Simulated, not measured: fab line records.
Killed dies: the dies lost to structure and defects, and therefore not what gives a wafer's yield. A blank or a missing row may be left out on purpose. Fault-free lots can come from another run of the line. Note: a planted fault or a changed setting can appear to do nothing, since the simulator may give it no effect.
Which tool is to blame? || flow gf180mcu || Sampling: 11 lots, 33 wafers, 6 of 602 route steps

## WHAT THE GAUGES SHOWED, per wafer
GF_M2_RS_MEAS_05: measures by four-point-probe. Usual: M2_ALCU_RS typically reads 0.0674 ohm/sq, with standard deviation 0.00062.
{"lot": "L317", "measured": "day 18 07:39", "on": "film-metro-01", "M2_ALCU_RS (ohm/sq)": "0.0680 0.0671 0.0666", "flag": ""}
{"lot": "L318", "measured": "day 18 15:31", "on": "film-metro-02", "M2_ALCU_RS (ohm/sq)": "0.0677 0.0689 0.0679", "flag": ""}
{"lot": "L321", "measured": "day 20 06:58", "on": "film-metro-04", "M2_ALCU_RS (ohm/sq)": "0.0683 0.0681 0.0677", "flag": ""}
{"lot": "L325", "measured": "day 21 13:55", "on": "film-metro-02", "M2_ALCU_RS (ohm/sq)": "0.0675 0.0668 0.0667", "flag": ""}
{"lot": "L327", "measured": "day 22 07:12", "on": "film-metro-02", "M2_ALCU_RS (ohm/sq)": "0.0674 0.0674 0.1070", "flag": "OFF"}
{"lot": "L328", "measured": "day 22 17:26", "on": "film-metro-04", "M2_ALCU_RS (ohm/sq)": "0.0665 0.1054 0.1052", "flag": "OFF"}
{"lot": "L335", "measured": "day 25 03:18", "on": "film-metro-04", "M2_ALCU_RS (ohm/sq)": "0.0676 0.0674 0.0685", "flag": ""}
{"lot": "L336", "measured": "day 25 12:05", "on": "film-metro-04", "M2_ALCU_RS (ohm/sq)": "0.0679 0.0675 0.0677", "flag": ""}
{"lot": "L337", "measured": "day 25 18:25", "on": "film-metro-04", "M2_ALCU_RS (ohm/sq)": "0.0677 0.0681 0.0690", "flag": ""}
{"lot": "L338", "measured": "day 25 22:01", "on": "film-metro-04", "M2_ALCU_RS (ohm/sq)": "0.0671 0.0665 0.0664", "flag": ""}
{"lot": "L339", "measured": "day 26 06:50", "on": "film-metro-04", "M2_ALCU_RS (ohm/sq)": "0.0667 0.0674 0.0664", "flag": ""}

GF_M2_THK_MEAS_06: measures by xrf. Usual: M2_ALCU_THK typically reads 476 nm, with standard deviation 4.9.
{"lot": "L317", "measured": "day 18 07:46", "on": "film-metro-01", "M2_ALCU_THK (nm)": "470 478 481", "flag": ""}
{"lot": "L318", "measured": "day 18 15:38", "on": "film-metro-02", "M2_ALCU_THK (nm)": "472 465 473", "flag": ""}
{"lot": "L321", "measured": "day 20 07:05", "on": "film-metro-04", "M2_ALCU_THK (nm)": "471 470 475", "flag": ""}
{"lot": "L325", "measured": "day 21 14:02", "on": "film-metro-02", "M2_ALCU_THK (nm)": "474 478 480", "flag": ""}
{"lot": "L327", "measured": "day 22 07:19", "on": "film-metro-02", "M2_ALCU_THK (nm)": "474 472 299", "flag": "OFF"}
{"lot": "L328", "measured": "day 22 17:33", "on": "film-metro-04", "M2_ALCU_THK (nm)": "482 306 305", "flag": "OFF"}
{"lot": "L335", "measured": "day 25 03:25", "on": "film-metro-04", "M2_ALCU_THK (nm)": "477 479 473", "flag": ""}
{"lot": "L336", "measured": "day 25 12:13", "on": "film-metro-04", "M2_ALCU_THK (nm)": "477 480 480", "flag": ""}
{"lot": "L337", "measured": "day 25 18:32", "on": "film-metro-04", "M2_ALCU_THK (nm)": "473 473 468", "flag": ""}
{"lot": "L338", "measured": "day 25 22:08", "on": "film-metro-04", "M2_ALCU_THK (nm)": "482 485 487", "flag": ""}
{"lot": "L339", "measured": "day 26 06:57", "on": "film-metro-04", "M2_ALCU_THK (nm)": "481 477 483", "flag": ""}

GF_M2_CD_MEAS_14: the cd target is 280 nm. Usual: cd-nm reads 280.0 nm (standard deviation 1.2).
{"lot": "L317", "measured": "day 19 07:20", "on": "cd-sem-01", "cd-nm (nm)": "280.5 281.7 279.8", "flag": ""}
{"lot": "L318", "measured": "day 19 16:19", "on": "cd-sem-02", "cd-nm (nm)": "279.3 279.4 279.9", "flag": ""}
{"lot": "L321", "measured": "day 21 06:44", "on": "cd-sem-02", "cd-nm (nm)": "277.4 277.6 278.0", "flag": ""}
{"lot": "L325", "measured": "day 22 12:38", "on": "cd-sem-01", "cd-nm (nm)": "281.0 280.5 280.2", "flag": ""}
{"lot": "L327", "measured": "day 23 05:40", "on": "cd-sem-02", "cd-nm (nm)": "278.8 278.8 278.3", "flag": ""}
{"lot": "L328", "measured": "day 23 16:32", "on": "cd-sem-02", "cd-nm (nm)": "280.3 279.6 280.2", "flag": ""}
{"lot": "L335", "measured": "day 26 00:38", "on": "cd-sem-02", "cd-nm (nm)": "280.6 281.2 281.2", "flag": ""}
{"lot": "L336", "measured": "day 26 08:29", "on": "cd-sem-02", "cd-nm (nm)": "280.4 279.4 279.3", "flag": ""}
{"lot": "L337", "measured": "day 26 15:22", "on": "cd-sem-02", "cd-nm (nm)": "280.8 280.1 279.8", "flag": ""}
{"lot": "L338", "measured": "day 26 18:15", "on": "cd-sem-02", "cd-nm (nm)": "281.4 280.1 279.8", "flag": ""}
{"lot": "L339", "measured": "day 27 03:05", "on": "cd-sem-02", "cd-nm (nm)": "278.7 278.0 278.2", "flag": ""}

## EACH LOT AND THE TOOL THAT RAN IT (in order: tool; ch and the chambers of the sampled wafers; start)
{"lot": "L317", "GF_V1_SPUTTER_22": "pvd-sputter-04, day 18 06:47", "GF_M2_SPUTTER_02": "pvd-sputter-03, day 18 07:33", "GF_M2_SPUTTER_04": "pvd-sputter-03, day 18 07:37"}
{"lot": "L318", "GF_V1_SPUTTER_22": "pvd-sputter-02, day 18 14:40", "GF_M2_SPUTTER_02": "pvd-sputter-03, day 18 15:25", "GF_M2_SPUTTER_04": "pvd-sputter-03, day 18 15:28"}
{"lot": "L321", "GF_V1_SPUTTER_22": "pvd-sputter-02, day 20 06:07", "GF_M2_SPUTTER_02": "pvd-sputter-03, day 20 06:52", "GF_M2_SPUTTER_04": "pvd-sputter-03, day 20 06:55"}
{"lot": "L325", "GF_V1_SPUTTER_22": "pvd-sputter-04, day 21 13:04", "GF_M2_SPUTTER_02": "pvd-sputter-02, day 21 13:50", "GF_M2_SPUTTER_04": "pvd-sputter-02, day 21 13:53"}
{"lot": "L327", "GF_V1_SPUTTER_22": "pvd-sputter-03, day 22 06:21", "GF_M2_SPUTTER_02": "pvd-sputter-02, day 22 07:07", "GF_M2_SPUTTER_04": "pvd-sputter-02, day 22 07:10"}
{"lot": "L328", "GF_V1_SPUTTER_22": "pvd-sputter-04, day 22 16:35", "GF_M2_SPUTTER_02": "pvd-sputter-02, day 22 17:20", "GF_M2_SPUTTER_04": "pvd-sputter-02, day 22 17:23"}
{"lot": "L335", "GF_V1_SPUTTER_22": "pvd-sputter-04, day 25 02:27", "GF_M2_SPUTTER_02": "pvd-sputter-02, day 25 03:13", "GF_M2_SPUTTER_04": "pvd-sputter-02, day 25 03:16"}
{"lot": "L336", "GF_V1_SPUTTER_22": "pvd-sputter-03, day 25 11:14", "GF_M2_SPUTTER_02": "pvd-sputter-01, day 25 12:00", "GF_M2_SPUTTER_04": "pvd-sputter-01, day 25 12:03"}
{"lot": "L337", "GF_V1_SPUTTER_22": "pvd-sputter-04, day 25 17:33", "GF_M2_SPUTTER_02": "pvd-sputter-03, day 25 18:19", "GF_M2_SPUTTER_04": "pvd-sputter-03, day 25 18:22"}
{"lot": "L338", "GF_V1_SPUTTER_22": "pvd-sputter-03, day 25 21:10", "GF_M2_SPUTTER_02": "pvd-sputter-03, day 25 21:56", "GF_M2_SPUTTER_04": "pvd-sputter-03, day 25 21:59"}
{"lot": "L339", "GF_V1_SPUTTER_22": "pvd-sputter-03, day 26 05:58", "GF_M2_SPUTTER_02": "pvd-sputter-02, day 26 06:44", "GF_M2_SPUTTER_04": "pvd-sputter-02, day 26 06:47"}
- GF_V1_SPUTTER_22: material TiN, target thk 10 nm, time 40 s.
- GF_M2_SPUTTER_02: material AlCu, target thk 450 nm, time 24.61 s.
- GF_M2_SPUTTER_04: material TiN, target thk 50 nm, time 41.7 s.

## AS READ BY THE TOOLS THEMSELVES (means over the sampled wafers that have a number; for cases with no such wafer, the mark the record gives instead)
GF_V1_SPUTTER_22. Usual: throttle-valve-pct reads 30.0 % (standard deviation 0.65).
{"lot": "L317", "tool": "pvd-sputter-04", "throttle-valve-pct (%)": 30.1, "flag": ""}
{"lot": "L318", "tool": "pvd-sputter-02", "throttle-valve-pct (%)": 30.2, "flag": ""}
{"lot": "L321", "tool": "pvd-sputter-02", "throttle-valve-pct (%)": 29.9, "flag": ""}
{"lot": "L325", "tool": "pvd-sputter-04", "throttle-valve-pct (%)": 29.6, "flag": ""}
{"lot": "L327", "tool": "pvd-sputter-03", "throttle-valve-pct (%)": 30.5, "flag": ""}
{"lot": "L328", "tool": "pvd-sputter-04", "throttle-valve-pct (%)": 29.8, "flag": ""}
{"lot": "L335", "tool": "pvd-sputter-04", "throttle-valve-pct (%)": 29.2, "flag": ""}
{"lot": "L336", "tool": "pvd-sputter-03", "throttle-valve-pct (%)": 30.3, "flag": ""}
{"lot": "L337", "tool": "pvd-sputter-04", "throttle-valve-pct (%)": 30.1, "flag": ""}
{"lot": "L338", "tool": "pvd-sputter-03", "throttle-valve-pct (%)": 29.9, "flag": ""}
{"lot": "L339", "tool": "pvd-sputter-03", "throttle-valve-pct (%)": 30.3, "flag": ""}

GF_M2_SPUTTER_02. Usual: throttle-valve-pct reads 30.4 % (standard deviation 0.63).
{"lot": "L317", "tool": "pvd-sputter-03", "throttle-valve-pct (%)": 30.2, "flag": ""}
{"lot": "L318", "tool": "pvd-sputter-03", "throttle-valve-pct (%)": 30.7, "flag": ""}
{"lot": "L321", "tool": "pvd-sputter-03", "throttle-valve-pct (%)": 30.4, "flag": ""}
{"lot": "L325", "tool": "pvd-sputter-02", "throttle-valve-pct (%)": 30.1, "flag": ""}
{"lot": "L327", "tool": "pvd-sputter-02", "throttle-valve-pct (%)": 30.0, "flag": ""}
{"lot": "L328", "tool": "pvd-sputter-02", "throttle-valve-pct (%)": 30.3, "flag": ""}
{"lot": "L335", "tool": "pvd-sputter-02", "throttle-valve-pct (%)": 30.0, "flag": ""}
{"lot": "L336", "tool": "pvd-sputter-01", "throttle-valve-pct (%)": 30.3, "flag": ""}
{"lot": "L337", "tool": "pvd-sputter-03", "throttle-valve-pct (%)": 30.1, "flag": ""}
{"lot": "L338", "tool": "pvd-sputter-03", "throttle-valve-pct (%)": 30.2, "flag": ""}
{"lot": "L339", "tool": "pvd-sputter-02", "throttle-valve-pct (%)": 30.0, "flag": ""}

GF_M2_SPUTTER_04. Usual: throttle-valve-pct reads 30.4 % (standard deviation 0.65).
{"lot": "L317", "tool": "pvd-sputter-03", "throttle-valve-pct (%)": 30.4, "flag": ""}
{"lot": "L318", "tool": "pvd-sputter-03", "throttle-valve-pct (%)": 30.7, "flag": ""}
{"lot": "L321", "tool": "pvd-sputter-03", "throttle-valve-pct (%)": 30.3, "flag": ""}
{"lot": "L325", "tool": "pvd-sputter-02", "throttle-valve-pct (%)": 30.2, "flag": ""}
{"lot": "L327", "tool": "pvd-sputter-02", "throttle-valve-pct (%)": 30.1, "flag": ""}
{"lot": "L328", "tool": "pvd-sputter-02", "throttle-valve-pct (%)": 30.5, "flag": ""}
{"lot": "L335", "tool": "pvd-sputter-02", "throttle-valve-pct (%)": 30.0, "flag": ""}
{"lot": "L336", "tool": "pvd-sputter-01", "throttle-valve-pct (%)": 30.1, "flag": ""}
{"lot": "L337", "tool": "pvd-sputter-03", "throttle-valve-pct (%)": 30.2, "flag": ""}
{"lot": "L338", "tool": "pvd-sputter-03", "throttle-valve-pct (%)": 30.3, "flag": ""}
{"lot": "L339", "tool": "pvd-sputter-02", "throttle-valve-pct (%)": 30.1, "flag": ""}

## THE ANSWER, worked out from the rows above alone
Rule: take the mean of a lot's wafers that have a number; if it is more than 3 standard deviations from the usual mean, the lot is off. Also off: a lot with no number at a reading for which 4 or more lots have one. All remaining lots with rows at the step are treated as sound. First the gauges in route order, then the tools' own readings, where a lot's mean is used as printed above. At the first step where some lot is off, the reading lying furthest off is the one used; lots without a number count as furthest.
Off: L327, L328, at GF_M2_RS_MEAS_05 (M2_ALCU_RS).
If a tool, at a process step before that reading, ran all the lots that are off and no sound lot after the first of them, it fits. Those tools and the gauges at GF_M2_RS_MEAS_05 are tried in the same way. Of those tried, none fits.

## WHAT WAS PUT IN BY THE SIMULATOR
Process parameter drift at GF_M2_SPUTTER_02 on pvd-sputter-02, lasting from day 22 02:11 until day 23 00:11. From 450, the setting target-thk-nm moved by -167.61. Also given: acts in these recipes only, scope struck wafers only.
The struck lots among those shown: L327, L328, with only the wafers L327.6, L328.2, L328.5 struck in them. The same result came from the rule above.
